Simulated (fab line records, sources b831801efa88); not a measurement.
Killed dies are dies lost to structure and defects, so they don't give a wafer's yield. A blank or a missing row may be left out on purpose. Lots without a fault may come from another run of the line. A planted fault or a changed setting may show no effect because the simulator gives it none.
fab line records | flow gf180mcu
record lots=5 wafers=15 last_day=34
route steps=602 shown HV_LDD@198
lots that met no fault: from a run of the same line without faults
start_h: hours from the record's first day to the start of the lot's first wafer shown | wait_h: hours since the lot's step before | " the same as in the row above | L1.1+2: a row that stands for several wafers | - no value, or no start given | * or withheld: withheld | < > ~ a bound
route shown NAME@n: a module of which the file shows steps, and the number in the route of the first | usual: mean/standard deviation of fault-free wafers | same: alike in all rows | chamber/n: place in a boat | sites: the reading at each site | _std_site: their standard deviation | _edge_site: outer sites' mean less inner sites' | radius_mm: how far each site lies from the wafer's centre | mask NAME#n: copy n | behind: the tool/chamber that last shaped the wafer | hold: why the lot was held/for how many hours/how that ended | device: the transistor (n, p or np) that didn't switch | end of line: the same wafers' tests at the end of the route | a step without rows: its recipe alone | killed: dies lost to structure and defects at the first sort, not the wafer's yield | map: a wafer's dies, x killed, . not, _ none there
set.NAME: the setting as run; set.NAME@STEP: as run at that earlier step | model.NAME: the simulator's own value behind a step, which no gauge read
lots at some steps of the route; a table a step, a row a wafer
services: from which hour (start_h, from the record's first day; less than 0 if before it) a tool's chamber was out of use, for how many hours, and why
## steps
# step GF_HV_LDD_STRIP_22
# recipe chemistry=O2/N2 power_w=1400 pressure_mtorr=1500 platen_temp_c=250 o2_flow_sccm=2921 n2_flow_sccm=300 overash_fraction=0.5
# usual drypump_motor_current_A=5.6/0.53 heater_power_w=340/27 o2_flow_sccm=2921/7.7 oes_product_au=0.716/0.0042 platen_temp_c=250.00/0.18 strip_time_to_endpoint_s=12.65/0.04
# columns lot.wafer tool chamber start_h wait_h drypump_motor_current_A heater_power_w o2_flow_sccm oes_product_au platen_temp_c rf_hours_counter_h strip_time_to_endpoint_s
L079.2 plasma_asher-01 0 274.12 0.1 5.9 369 2932 0.712 249.97 60 12.61
L079.4 " 1 " " 4.9 342 2906 0.717 249.87 - 12.62
L079.5 " 0 " " 5.9 379 2917 0.718 249.64 - 12.65
L080.1 plasma_asher-02 0 283.14 0.1 6.3 330 2916 0.717 250.40 15 12.67
L080.4 " 0 " " 6.3 323 2918 0.716 250.14 - 12.67
L080.6 " 0 " " 6.3 337 2927 0.719 249.93 - 12.68
L094.1 plasma_asher-01 0 387.42 0.1 5.9 371 2918 0.720 249.71 73 12.69
L094.3 " 1 " " 4.9 343 2915 0.713 249.85 - 12.60
L094.6 " 0 " " 5.9 374 2922 0.714 250.05 - 12.65
L096.1 plasma_asher-01 1 405.17 0.1 4.9 337 2926 0.715 249.84 75 12.63
L096.4 " 1 " " 4.9 332 2920 0.717 249.85 - 12.62
L096.6 " 1 " " 4.9 342 2916 0.718 249.85 - 12.62
L097.4 plasma_asher-03 1 410.46 0.1 5.8 293 2923 0.714 249.96 - 12.62
L097.5 " 1 " " 5.9 293 2913 0.717 250.43 - 12.59
L097.6 " 0 " " 5.0 350 2937 0.722 250.18 - 12.63
# step GF_HV_LDD_TW_MEAS_23
# usual HV_LDD_2_TW=1063/6.7
# columns lot.wafer tool chamber start_h wait_h HV_LDD_2_TW
L079.2 film_metro-02 - 274.23 0.1 1071
L079.4 " - " " 1066
L079.5 " - " " 1055
L080.1 film_metro-02 - 283.24 0.1 1056
L080.4 " - " " 1062
L080.6 " - " " 1061
L094.1 film_metro-01 - 387.52 0.1 1060
L094.3 " - " " 1063
L094.6 " - " " 1062
L096.1 film_metro-02 - 405.27 0.1 1065
L096.4 " - " " 1066
L096.6 " - " " 1066
L097.4 film_metro-02 - 410.55 0.1 1063
L097.5 " - " " 1055
L097.6 " - " " 1062
# step GF_HV_LDD_DEHYDRATE_24
# recipe temp_c=200 time_s=60
# usual chill_plate_temp_C=23.00/0.11
# columns lot.wafer tool chamber start_h wait_h chill_plate_temp_C
L079.2 litho_track-04 0 283.46 9.2 22.90
L079.4 " 0 " " 23.03
L079.5 " 0 " " 23.20
L080.1 litho_track-03 0 292.47 9.2 23.00
L080.4 " 0 " " 23.11
L080.6 " 0 " " 23.02
L094.1 litho_track-03 0 398.72 11.2 23.10
L094.3 " 0 " " 23.07
L094.6 " 0 " " 23.08
L096.1 litho_track-03 0 416.17 10.9 22.98
L096.4 " 0 " " 22.90
L096.6 " 0 " " 22.90
L097.4 litho_track-03 0 421.74 11.2 22.95
L097.5 " 0 " " 23.09
L097.6 " 0 " " 23.14
# step GF_HV_LDD_HMDS_25
# recipe prime_time_s=60 prime_temp_c=120
# usual chill_plate_temp_C=23.00/0.099
# columns lot.wafer tool chamber start_h wait_h chill_plate_temp_C
L079.2 litho_track-04 0 283.61 0.1 22.94
L079.4 " 0 " " 22.96
L079.5 " 0 " " 23.08
L080.1 litho_track-03 0 292.62 0.1 22.98
L080.4 " 0 " " 23.10
L080.6 " 0 " " 22.96
L094.1 litho_track-03 0 398.87 0.1 23.07
L094.3 " 0 " " 23.20
L094.6 " 0 " " 23.07
L096.1 litho_track-03 0 416.32 0.1 23.06
L096.4 " 0 " " 23.10
L096.6 " 0 " " 23.16
L097.4 litho_track-03 0 421.89 0.1 22.99
L097.5 " 0 " " 22.97
L097.6 " 0 " " 22.94
# step GF_HV_LDD_COAT_26
# recipe resist=NOVOLAK spin_rpm=3000 resist_thk_nm=1000
# usual chill_plate_temp_C=23.01/0.097
# columns lot.wafer tool chamber start_h wait_h chill_plate_temp_C
L079.2 litho_track-04 0 283.76 0.1 23.01
L079.4 " 0 " " 23.10
L079.5 " 0 " " 22.94
L080.1 litho_track-03 0 292.77 0.1 22.87
L080.4 " 0 " " 22.89
L080.6 " 0 " " 22.89
L094.1 litho_track-03 0 399.02 0.1 22.89
L094.3 " 0 " " 22.83
L094.6 " 0 " " 22.83
L096.1 litho_track-03 0 416.47 0.1 23.03
L096.4 " 0 " " 22.83
L096.6 " 0 " " 22.98
L097.4 litho_track-03 0 422.04 0.1 23.06
L097.5 " 0 " " 23.05
L097.6 " 0 " " 23.00
# step GF_HV_LDD_SOFTBAKE_27
# recipe temp_c=90 time_s=60 resist=NOVOLAK
# usual chill_plate_temp_C=23.00/0.12
# columns lot.wafer tool chamber start_h wait_h chill_plate_temp_C
L079.2 litho_track-04 0 283.91 0.1 22.67
L079.4 " 0 " " 22.88
L079.5 " 0 " " 22.81
L080.1 litho_track-03 0 292.92 0.1 22.97
L080.4 " 0 " " 22.90
L080.6 " 0 " " 22.84
L094.1 litho_track-03 0 399.17 0.1 22.89
L094.3 " 0 " " 22.93
L094.6 " 0 " " 23.03
L096.1 litho_track-03 0 416.62 0.1 23.04
L096.4 " 0 " " 22.83
L096.6 " 0 " " 22.95
L097.4 litho_track-03 0 422.19 0.1 23.05
L097.5 " 0 " " 23.03
L097.6 " 0 " " 23.01
# step GF_HV_LDD_EXPOSE_28
# recipe mask_id=Nplus_HV_AREA target_cd_nm=400 na=0.6 source_shape=conventional sigma_outer=0.6 dose_mj=140
# columns lot.wafer tool chamber start_h wait_h mask
L079.2+4+5 iline_stepper-02 0 - - Nplus_HV_AREA#0
L080.1+4+6 iline_stepper-01 0 - - Nplus_HV_AREA#0
L094.1+3+6 iline_stepper-01 0 - - Nplus_HV_AREA#0
L096.1+4+6 iline_stepper-01 0 - - Nplus_HV_AREA#0
L097.4+5+6 iline_stepper-02 0 - - Nplus_HV_AREA#0
# step GF_HV_LDD_PEB_29
# recipe temp_c=withheld time_s=* resist=NOVOLAK
# usual chill_plate_temp_C=*
# columns lot.wafer tool chamber start_h wait_h chill_plate_temp_C
L079.2 litho_track-01 0 - - *
L079.4 " 0 " " *
L079.5 " 0 " " *
L080.1 litho_track-03 0 - - *
L080.4 " 0 " " *
L080.6 " 0 " " *
L094.1 litho_track-04 0 - - *
L094.3 " 0 " " *
L094.6 " 0 " " *
L096.1 litho_track-03 0 - - *
L096.4 " 0 " " *
L096.6 " 0 " " *
L097.4 litho_track-03 0 - - *
L097.5 " 0 " " *
L097.6 " 0 " " *
# step GF_HV_LDD_DEVELOP_30
# recipe develop_time_s=60 dev_temp_c=23
# usual chill_plate_temp_C=22.99/0.098
# columns lot.wafer tool chamber start_h wait_h chill_plate_temp_C
L079.2 litho_track-01 0 293.79 0.1 22.87
L079.4 " 0 " " 22.89
L079.5 " 0 " " 22.86
L080.1 litho_track-03 0 302.62 0.1 23.00
L080.4 " 0 " " 22.96
L080.6 " 0 " " 23.09
L094.1 litho_track-04 0 410.83 0.1 22.94
L094.3 " 0 " " 22.92
L094.6 " 0 " " 22.88
L096.1 litho_track-03 0 428.97 0.1 23.03
L096.4 " 0 " " 23.02
L096.6 " 0 " " 23.08
L097.4 litho_track-03 0 433.79 0.1 23.05
L097.5 " 0 " " 23.01
L097.6 " 0 " " 23.07
# step GF_HV_LDD_CD_MEAS_31
# recipe target_cd_nm=400
# usual cd_nm=399.7/2.1
# columns lot.wafer tool chamber start_h wait_h cd_nm
L079.2 cd_sem-02 - 294.02 0.2 398.6
L079.4 " - " " 395.4
L079.5 " - " " 401.3
L080.1 cd_sem-02 - 302.77 0.1 401.4
L080.4 " - " " 401.1
L080.6 " - " " 403.1
L094.1 cd_sem-02 - 410.98 0.1 401.2
L094.3 " - " " 399.4
L094.6 " - " " 402.0
L096.1 cd_sem-01 - 429.12 0.1 398.5
L096.4 " - " " 399.7
L096.6 " - " " 398.8
L097.4 cd_sem-02 - 433.93 0.1 395.6
L097.5 " - " " 396.6
L097.6 " - " " 396.2
# step GF_HV_LDD_OVL_MEAS_32
# usual HV_LDD_02_OVL=-0.7/1.4
# columns lot.wafer tool chamber start_h wait_h HV_LDD_02_OVL[nm]
L079.2 overlay-02 - 294.13 0.1 -0.4
L079.4 " - " " -2.7
L079.5 " - " " 1.0
L080.1 overlay-01 - 302.89 0.1 -0.6
L080.4 " - " " 0.3
L080.6 " - " " -1.6
L094.1 overlay-01 - 411.10 0.1 2.2
L094.3 " - " " 0.7
L094.6 " - " " 1.2
L096.1 overlay-01 - 429.35 0.2 -0.7
L096.4 " - " " -1.1
L096.6 " - " " 0.2
L097.4 overlay-01 - 434.01 0.1 1.6
L097.5 " - " " -1.4
L097.6 " - " " -0.2
# step GF_HV_LDD_IMPLANT_33
# recipe species=P energy_kev=60 dose_cm2=7.5e+12 tilt_deg=30 rotation_deg=0
# columns lot.wafer tool chamber start_h wait_h
L079.2+4+5 implanter-02 0 294.18 0.0
L080.1+4+6 implanter-01 0 302.93 0.0
L094.1+3+6 implanter-02 0 411.14 0.0
L096.1+4+6 implanter-04 0 429.39 0.0
L097.4+5+6 implanter-02 0 434.10 0.1
# step GF_HV_LDD_IMPLANT_34
# recipe species=P energy_kev=60 dose_cm2=7.5e+12 tilt_deg=30 rotation_deg=90
# columns lot.wafer tool chamber start_h wait_h
L079.2+4+5 implanter-02 0 294.33 0.1
L080.1+4+6 implanter-01 0 303.08 0.1
L094.1+3+6 implanter-02 0 411.29 0.1
L096.1+4+6 implanter-04 0 429.54 0.1
L097.4+5+6 implanter-02 0 434.25 0.1
# step GF_HV_LDD_IMPLANT_35
# recipe species=P energy_kev=60 dose_cm2=7.5e+12 tilt_deg=30 rotation_deg=180
# columns lot.wafer tool chamber start_h wait_h
L079.2+4+5 implanter-02 0 294.48 0.1
L080.1+4+6 implanter-01 0 303.23 0.1
L094.1+3+6 implanter-02 0 411.44 0.1
L096.1+4+6 implanter-04 0 429.69 0.1
L097.4+5+6 implanter-02 0 434.40 0.1
# step GF_HV_LDD_IMPLANT_36
# recipe species=P energy_kev=60 dose_cm2=7.5e+12 tilt_deg=30 rotation_deg=270
# columns lot.wafer tool chamber start_h wait_h
L079.2+4+5 implanter-02 0 294.63 0.1
L080.1+4+6 implanter-01 0 303.38 0.1
L094.1+3+6 implanter-02 0 411.59 0.1
L096.1+4+6 implanter-04 0 429.84 0.1
L097.4+5+6 implanter-02 0 434.55 0.1
# step GF_HV_LDD_STRIP_37
# recipe chemistry=O2/N2 power_w=1400 pressure_mtorr=1500 platen_temp_c=250 o2_flow_sccm=3000 n2_flow_sccm=300 overash_fraction=0.5
# usual drypump_motor_current_A=5.7/0.52 heater_power_w=336/25 o2_flow_sccm=2998/9.3 oes_product_au=0.716/0.0042 platen_temp_c=249.99/0.17 strip_time_to_endpoint_s=12.65/0.038
# columns lot.wafer tool chamber start_h wait_h drypump_motor_current_A heater_power_w o2_flow_sccm oes_product_au platen_temp_c rf_hours_counter_h strip_time_to_endpoint_s
L079.2 plasma_asher-03 1 294.76 0.1 5.9 285 2999 0.719 249.92 46 12.69
L079.4 " 1 " " 5.9 283 2992 0.720 250.06 - 12.67
L079.5 " 0 " " 5.0 351 2987 0.715 250.29 - 12.66
L080.1 plasma_asher-01 1 303.53 0.1 4.9 345 2996 0.716 249.79 63 12.64
L080.4 " 1 " " 4.9 342 2996 0.721 249.79 - 12.71
L080.6 " 0 " " 5.9 380 2976 0.720 249.76 - 12.70
L094.1 plasma_asher-02 1 411.74 0.1 5.9 317 2988 0.720 250.12 26 12.64
L094.3 " 0 " " 6.3 316 2981 0.713 250.08 - 12.66
L094.6 " 1 " " 5.9 327 3005 0.718 250.22 - 12.63
L096.1 plasma_asher-03 0 429.99 0.1 4.9 349 2991 0.716 249.96 62 12.70
L096.4 " 1 " " 5.8 295 2995 0.716 250.30 - 12.63
L096.6 " 1 " " 5.8 290 3006 0.718 250.05 - 12.69
L097.4 plasma_asher-03 1 434.66 0.1 5.8 292 2982 0.707 250.34 - 12.62
L097.5 " 1 " " 5.8 290 2996 0.714 249.99 - 12.60
L097.6 " 0 " " 4.9 342 3009 0.709 250.15 - 12.65
# step GF_HV_LDD_TW_MEAS_38
# usual HV_LDD_3_TW=1441/10
# columns lot.wafer tool chamber start_h wait_h HV_LDD_3_TW
L079.2 film_metro-04 - 294.87 0.1 1433
L079.4 " - " " 1431
L079.5 " - " " 1430
L080.1 film_metro-04 - 303.63 0.1 1425
L080.4 " - " " 1433
L080.6 " - " " 1430
L094.1 film_metro-02 - 411.84 0.1 1441
L094.3 " - " " 1443
L094.6 " - " " 1443
L096.1 film_metro-04 - 430.09 0.1 1435
L096.4 " - " " 1437
L096.6 " - " " 1433
L097.4 film_metro-04 - 434.75 0.1 1434
L097.5 " - " " 1435
L097.6 " - " " 1433
# step GF_HV_LDD_DEHYDRATE_39
# recipe temp_c=200 time_s=60
# usual chill_plate_temp_C=22.99/0.1
# columns lot.wafer tool chamber start_h wait_h chill_plate_temp_C
L079.2 litho_track-03 0 304.09 9.2 22.91
L079.4 " 0 " " 22.86
L079.5 " 0 " " 22.93
L080.1 litho_track-01 0 313.26 9.6 23.00
L080.4 " 0 " " 23.00
L080.6 " 0 " " 22.94
L094.1 litho_track-03 0 423.62 11.8 22.97
L094.3 " 0 " " 23.04
L094.6 " 0 " " 23.07
L096.1 litho_track-03 0 440.92 10.8 22.96
L096.4 " 0 " " 23.05
L096.6 " 0 " " 22.96
L097.4 litho_track-01 0 446.34 11.6 23.04
L097.5 " 0 " " 23.20
L097.6 " 0 " " 22.93
# step GF_HV_LDD_HMDS_40
# recipe prime_time_s=60 prime_temp_c=120
# usual chill_plate_temp_C=23.00/0.097
# columns lot.wafer tool chamber start_h wait_h chill_plate_temp_C
L079.2 litho_track-03 0 304.24 0.1 22.98
L079.4 " 0 " " 23.07
L079.5 " 0 " " 23.03
L080.1 litho_track-01 0 313.41 0.1 22.99
L080.4 " 0 " " 22.91
L080.6 " 0 " " 22.96
L094.1 litho_track-03 0 423.77 0.1 23.02
L094.3 " 0 " " 22.93
L094.6 " 0 " " 23.01
L096.1 litho_track-03 0 441.07 0.1 22.95
L096.4 " 0 " " 22.95
L096.6 " 0 " " 22.89
L097.4 litho_track-01 0 446.49 0.1 23.07
L097.5 " 0 " " 22.96
L097.6 " 0 " " 23.08
# step GF_HV_LDD_COAT_41
# recipe resist=NOVOLAK spin_rpm=3000 resist_thk_nm=1000
# usual chill_plate_temp_C=23.01/0.09
# columns lot.wafer tool chamber start_h wait_h chill_plate_temp_C
L079.2 litho_track-03 0 304.39 0.1 22.93
L079.4 " 0 " " 23.07
L079.5 " 0 " " 23.17
L080.1 litho_track-01 0 313.56 0.1 23.02
L080.4 " 0 " " 22.98
L080.6 " 0 " " 22.91
L094.1 litho_track-03 0 423.92 0.1 22.85
L094.3 " 0 " " 22.76
L094.6 " 0 " " 22.96
L096.1 litho_track-03 0 441.22 0.1 22.95
L096.4 " 0 " " 22.98
L096.6 " 0 " " 22.97
L097.4 litho_track-01 0 446.64 0.1 22.97
L097.5 " 0 " " 23.12
L097.6 " 0 " " 22.99
# step GF_HV_LDD_SOFTBAKE_42
# recipe temp_c=90 time_s=60 resist=NOVOLAK
# usual chill_plate_temp_C=23.00/0.11
# columns lot.wafer tool chamber start_h wait_h chill_plate_temp_C
L079.2 litho_track-03 0 304.54 0.1 23.12
L079.4 " 0 " " 22.78
L079.5 " 0 " " 22.93
L080.1 litho_track-01 0 313.71 0.1 23.03
L080.4 " 0 " " 22.94
L080.6 " 0 " " 22.94
L094.1 litho_track-03 0 424.07 0.1 23.03
L094.3 " 0 " " 23.11
L094.6 " 0 " " 23.09
L096.1 litho_track-03 0 441.37 0.1 22.86
L096.4 " 0 " " 22.95
L096.6 " 0 " " 22.83
L097.4 litho_track-01 0 446.79 0.1 22.92
L097.5 " 0 " " 23.21
L097.6 " 0 " " 23.04
# step GF_HV_LDD_EXPOSE_43
# recipe mask_id=Pplus_HV_AREA target_cd_nm=400 na=0.6 source_shape=conventional sigma_outer=0.6 dose_mj=140
# columns lot.wafer tool chamber start_h wait_h mask
L079.2+4+5 iline_stepper-01 0 - - Pplus_HV_AREA#0
L080.1+4+6 iline_stepper-02 0 - - Pplus_HV_AREA#0
L094.1+3+6 iline_stepper-02 0 - - Pplus_HV_AREA#0
L096.1+4+6 iline_stepper-01 0 - - Pplus_HV_AREA#0
L097.4+5+6 iline_stepper-01 0 - - Pplus_HV_AREA#0
# step GF_HV_LDD_PEB_44
# recipe temp_c=withheld time_s=* resist=NOVOLAK
# usual chill_plate_temp_C=*
# columns lot.wafer tool chamber start_h wait_h chill_plate_temp_C
L079.2 litho_track-03 0 - - *
L079.4 " 0 " " *
L079.5 " 0 " " *
L080.1 litho_track-04 0 - - *
L080.4 " 0 " " *
L080.6 " 0 " " *
L094.1 litho_track-03 0 - - *
L094.3 " 0 " " *
L094.6 " 0 " " *
L096.1 litho_track-04 0 - - *
L096.4 " 0 " " *
L096.6 " 0 " " *
L097.4 litho_track-03 0 - - *
L097.5 " 0 " " *
L097.6 " 0 " " *
# step GF_HV_LDD_DEVELOP_45
# recipe develop_time_s=60 dev_temp_c=23
# usual chill_plate_temp_C=23.01/0.1
# columns lot.wafer tool chamber start_h wait_h chill_plate_temp_C
L079.2 litho_track-03 0 314.79 0.1 23.10
L079.4 " 0 " " 23.17
L079.5 " 0 " " 23.09
L080.1 litho_track-04 0 323.98 0.1 22.88
L080.4 " 0 " " 22.95
L080.6 " 0 " " 22.97
L094.1 litho_track-03 0 435.62 0.1 23.00
L094.3 " 0 " " 23.23
L094.6 " 0 " " 22.89
L096.1 litho_track-04 0 453.43 0.1 23.09
L096.4 " 0 " " 23.17
L096.6 " 0 " " 23.03
L097.4 litho_track-03 0 460.89 0.1 22.96
L097.5 " 0 " " 22.81
L097.6 " 0 " " 22.82
# step GF_HV_LDD_CD_MEAS_46
# recipe target_cd_nm=400
# usual cd_nm=400.0/2.7
# columns lot.wafer tool chamber start_h wait_h cd_nm
L079.2 cd_sem-01 - 314.94 0.1 405.1
L079.4 " - " " 403.8
L079.5 " - " " 404.1
L080.1 cd_sem-02 - 324.13 0.1 400.7
L080.4 " - " " 401.2
L080.6 " - " " 400.4
L094.1 cd_sem-02 - 435.77 0.1 404.6
L094.3 " - " " 404.8
L094.6 " - " " 404.6
L096.1 cd_sem-01 - 453.58 0.1 401.1
L096.4 " - " " 402.2
L096.6 " - " " 401.4
L097.4 cd_sem-01 - 461.03 0.1 401.8
L097.5 " - " " 403.4
L097.6 " - " " 401.1
# step GF_HV_LDD_OVL_MEAS_47
# usual HV_LDD_03_OVL=-0.5/1.4
# columns lot.wafer tool chamber start_h wait_h HV_LDD_03_OVL[nm]
L079.2 overlay-01 - 315.05 0.1 -0.4
L079.4 " - " " 0.2
L079.5 " - " " -0.7
L080.1 overlay-02 - 324.25 0.1 -0.9
L080.4 " - " " -1.8
L080.6 " - " " -2.1
L094.1 overlay-02 - 435.89 0.1 1.4
L094.3 " - " " -0.6
L094.6 " - " " 0.5
L096.1 overlay-01 - 453.70 0.1 -2.1
L096.4 " - " " -1.1
L096.6 " - " " -1.6
L097.4 overlay-01 - 461.10 0.1 1.0
L097.5 " - " " 0.0
L097.6 " - " " -1.1
# step GF_HV_LDD_IMPLANT_48
# recipe species=B energy_kev=25 dose_cm2=3e+13 tilt_deg=7
# columns lot.wafer tool chamber start_h wait_h
L079.2+4+5 implanter-04 0 315.10 0.0
L080.1+4+6 implanter-02 0 324.29 0.0
L094.1+3+6 implanter-01 0 435.92 0.0
L096.1+4+6 implanter-01 0 453.74 0.0
L097.4+5+6 implanter-02 0 461.20 0.1
# step GF_HV_LDD_STRIP_49
# recipe chemistry=O2/N2 power_w=1400 pressure_mtorr=1500 platen_temp_c=250 o2_flow_sccm=3000 n2_flow_sccm=310.8 overash_fraction=0.5
# usual drypump_motor_current_A=5.8/0.51 heater_power_w=331/24 o2_flow_sccm=2999/8.5 oes_product_au=0.716/0.0045 platen_temp_c=249.99/0.18 strip_time_to_endpoint_s=12.65/0.035
# columns lot.wafer tool chamber start_h wait_h drypump_motor_current_A heater_power_w o2_flow_sccm oes_product_au platen_temp_c rf_hours_counter_h strip_time_to_endpoint_s
L079.2 plasma_asher-02 0 315.23 0.1 6.3 326 2992 0.715 250.29 19 12.64
L079.4 " 1 " " 5.9 324 2999 0.720 250.23 - 12.64
L079.5 " 0 " " 6.3 326 3008 0.718 249.85 - 12.63
L080.1 plasma_asher-02 0 324.44 0.1 6.3 330 3004 0.724 250.05 19 12.64
L080.4 " 0 " " 6.3 326 2999 0.713 250.22 - 12.69
L080.6 " 1 " " 5.9 323 2993 0.712 250.00 - 12.70
L094.1 plasma_asher-01 0 436.07 0.1 5.9 360 3008 0.718 249.99 1 12.69
L094.3 " 1 " " 4.9 342 2992 0.714 250.06 - 12.69
L094.6 " 0 " " 5.9 372 3009 0.706 249.98 - 12.70
L096.1 plasma_asher-02 0 453.89 0.1 6.3 326 3013 0.713 249.97 31 12.64
L096.4 " 0 " " 6.3 324 3000 0.717 249.71 - 12.58
L096.6 " 1 " " 5.9 319 2994 0.716 250.01 - 12.60
L097.4 plasma_asher-02 1 461.31 0.1 5.9 328 2994 0.721 249.88 - 12.63
L097.5 " 0 " " 6.3 331 3005 0.717 250.04 - 12.68
L097.6 " 1 " " 5.9 323 3000 0.727 249.70 - 12.62
# step GF_HV_LDD_TW_MEAS_50
# usual HV_LDD_4_TW=573/3.7
# columns lot.wafer tool chamber start_h wait_h HV_LDD_4_TW
L079.2 film_metro-01 - 315.34 0.1 571
L079.4 " - " " 578
L079.5 " - " " 575
L080.1 film_metro-02 - 324.54 0.1 579
L080.4 " - " " 578
L080.6 " - " " 580
L094.1 film_metro-02 - 436.17 0.1 575
L094.3 " - " " 573
L094.6 " - " " 575
L096.1 film_metro-04 - 453.99 0.1 568
L096.4 " - " " 566
L096.6 " - " " 569
L097.4 film_metro-01 - 461.40 0.1 573
L097.5 " - " " 575
L097.6 " - " " 574
# step GF_HV_LDD_CLEAN_51
# recipe chemistry=SC1/SC2 mix=1:4:20 temp_c=70 time_s=150 dry=n2_spin
# columns lot.wafer tool chamber start_h wait_h
L079.2+4+5 wet_bench-01 1 315.39 0.0
L080.1+4+6 wet_bench-02 0 324.60 0.1
L094.1+3+6 wet_bench-01 1 436.23 0.1
L096.1+4+6 wet_bench-03 0 454.05 0.1
L097.4+5+6 wet_bench-02 3 461.43 0.0
# step GF_HV_LDD_RTA_52
# recipe temp_c=1000 time_s=10 ambient=N2
# usual lamp_power_pct=38.9/1.1 wafer_temp_C_max=1005.8/2.7
# columns lot.wafer tool chamber start_h wait_h lamp_power_pct wafer_temp_C_max
L079.2 rtp_anneal-02 0 315.45 0.0 37.8 1009.1
L079.4 " 0 " " 37.9 1007.6
L079.5 " 0 " " 37.8 1008.9
L080.1 rtp_anneal-02 0 324.65 0.0 37.8 1005.5
L080.4 " 0 " " 37.9 1011.7
L080.6 " 0 " " 37.9 1009.7
L094.1 rtp_anneal-02 0 436.29 0.0 37.8 1006.7
L094.3 " 0 " " 37.8 1007.8
L094.6 " 0 " " 37.8 1008.8
L096.1 rtp_anneal-01 0 454.10 0.0 40.1 1003.0
L096.4 " 0 " " 40.1 1001.5
L096.6 " 0 " " 40.1 1002.9
L097.4 rtp_anneal-02 0 461.52 0.0 37.8 1006.9
L097.5 " 0 " " 37.8 1007.7
L097.6 " 0 " " 37.8 1010.5
# step GF_HV_LDD_RS_MEAS_53
# recipe thk_meas_gauge=four-point-probe
# usual HV_LDD_RS=419.1/0.73
# columns lot.wafer tool chamber start_h wait_h HV_LDD_RS[ohm/sq]
L079.2 film_metro-04 - 315.52 0.1 418.8
L079.4 " - " " 419.4
L079.5 " - " " 418.5
L080.1 film_metro-01 - 324.72 0.1 418.7
L080.4 " - " " 418.4
L080.6 " - " " 418.5
L094.1 film_metro-01 - 436.35 0.1 419.5
L094.3 " - " " 419.5
L094.6 " - " " 419.6
L096.1 film_metro-02 - 454.17 0.1 418.8
L096.4 " - " " 419.1
L096.6 " - " " 418.9
L097.4 film_metro-02 - 461.61 0.1 420.3
L097.5 " - " " 419.8
L097.6 " - " " 421.5
# step GF_HV_LDD_CVD_54
# recipe material=SiO2 target_thk_nm=10 precursor=TEOS temp_c=680 time_s=75 pressure_mtorr=400
# usual spike_tc_top_C=697/3.8
# columns lot.wafer tool chamber start_h wait_h spike_tc_top_C
L079.2 lpcvd-02 0 315.62 0.1 694
L079.4 " 0 " " 696
L079.5 " 0 " " 694
L080.1 lpcvd-01 1 324.84 0.1 699
L080.4 " 1 " " 700
L080.6 " 1 " " 700
L094.1 lpcvd-02 1 436.47 0.1 692
L094.3 " 1 " " 693
L094.6 " 1 " " 692
L096.1 lpcvd-02 1 454.29 0.1 692
L096.4 " 1 " " 692
L096.6 " 1 " " 693
L097.4 lpcvd-01 0 461.67 0.0 700
L097.5 " 0 " " 701
L097.6 " 0 " " 700
# step GF_HV_LDD_THK_MEAS_55
# recipe reads=SiO2_of_HV_LDD_CVD_54
# usual HV_LDD_CVD_54_THK=9.98/0.16
# columns lot.wafer tool chamber start_h wait_h HV_LDD_CVD_54_THK[nm]
L079.2 film_metro-04 - 316.65 0.0 10.11
L079.4 " - " " 10.14
L079.5 " - " " 10.05
L080.1 film_metro-02 - 325.86 0.0 9.70
L080.4 " - " " 9.65
L080.6 " - " " 9.54
L094.1 film_metro-01 - 437.50 0.0 10.21
L094.3 " - " " 10.10
L094.6 " - " " 10.23
L096.1 film_metro-02 - 455.31 0.0 10.02
L096.4 " - " " 10.19
L096.6 " - " " 10.23
L097.4 film_metro-01 - 462.72 0.0 9.93
L097.5 " - " " 9.92
L097.6 " - " " 9.81
# step GF_HV_LDD_CVD_56
# recipe material=Si3N4 precursor=DCS/NH3 target_thk_nm=90 temp_c=770 time_s=1543 pressure_mtorr=250
# usual spike_tc_top_C=784/3.7
# columns lot.wafer tool chamber start_h wait_h spike_tc_top_C
L079.2 lpcvd-02 0 316.70 0.0 781
L079.4 " 0 " " 782
L079.5 " 0 " " 782
L080.1 lpcvd-01 1 325.92 0.1 786
L080.4 " 1 " " 786
L080.6 " 1 " " 785
L094.1 lpcvd-01 0 437.56 0.1 787
L094.3 " 0 " " 788
L094.6 " 0 " " 788
L096.1 lpcvd-01 0 455.37 0.1 788
L096.4 " 0 " " 788
L096.6 " 0 " " 788
L097.4 lpcvd-01 1 462.75 0.0 786
L097.5 " 1 " " 785
L097.6 " 1 " " 787
# step GF_HV_LDD_THK_MEAS_57
# recipe reads=Si3N4_of_HV_LDD_CVD_56
# usual HV_LDD_CVD_56_THK=89.9/0.95
# columns lot.wafer tool chamber start_h wait_h HV_LDD_CVD_56_THK[nm]
L079.2 film_metro-04 - 318.14 0.0 90.3
L079.4 " - " " 90.3
L079.5 " - " " 89.5
L080.1 film_metro-02 - 327.35 0.0 88.4
L080.4 " - " " 89.0
L080.6 " - " " 89.1
L094.1 film_metro-01 - 438.98 0.0 91.1
L094.3 " - " " 91.4
L094.6 " - " " 90.6
L096.1 film_metro-04 - 456.80 0.0 89.2
L096.4 " - " " 89.1
L096.6 " - " " 89.6
L097.4 film_metro-02 - 464.21 0.0 90.2
L097.5 " - " " 90.2
L097.6 " - " " 89.9
## services
# columns tool chamber start_h hours kind
implanter-01 - 297.12 2.6 repair
lpcvd-01 - 297.37 6.0 pm
iline_stepper-01 - 306.51 1.7 pm
rtp_anneal-01 - 322.91 4.1 pm
implanter-04 - 325.86 5.3 repair
plasma_asher-02 - 329.72 17.7 repair
iline_stepper-01 0 342.80 - calibration
implanter-02 - 344.05 2.5 repair
iline_stepper-01 - 352.92 8.4 repair
iline_stepper-01 - 361.24 5.4 repair
implanter-04 - 364.21 0.8 repair
implanter-02 - 372.65 1.6 repair
plasma_asher-02 - 391.21 4.3 pm
iline_stepper-02 - 404.39 3.1 repair
lpcvd-02 - 411.09 6.0 pm
lpcvd-01 - 418.88 1.0 repair
plasma_asher-01 - 421.25 9.0 pm
plasma_asher-01 0 421.25 9.0 vent_cycle
implanter-04 - 430.82 5.7 pm
iline_stepper-01 - 445.45 4.4 pm
iline_stepper-02 - 446.52 8.4 repair
lpcvd-02 - 449.90 2.8 pm
rtp_anneal-02 - 450.57 4.1 pm
iline_stepper-02 - 458.48 1.7 pm
## key
fault none
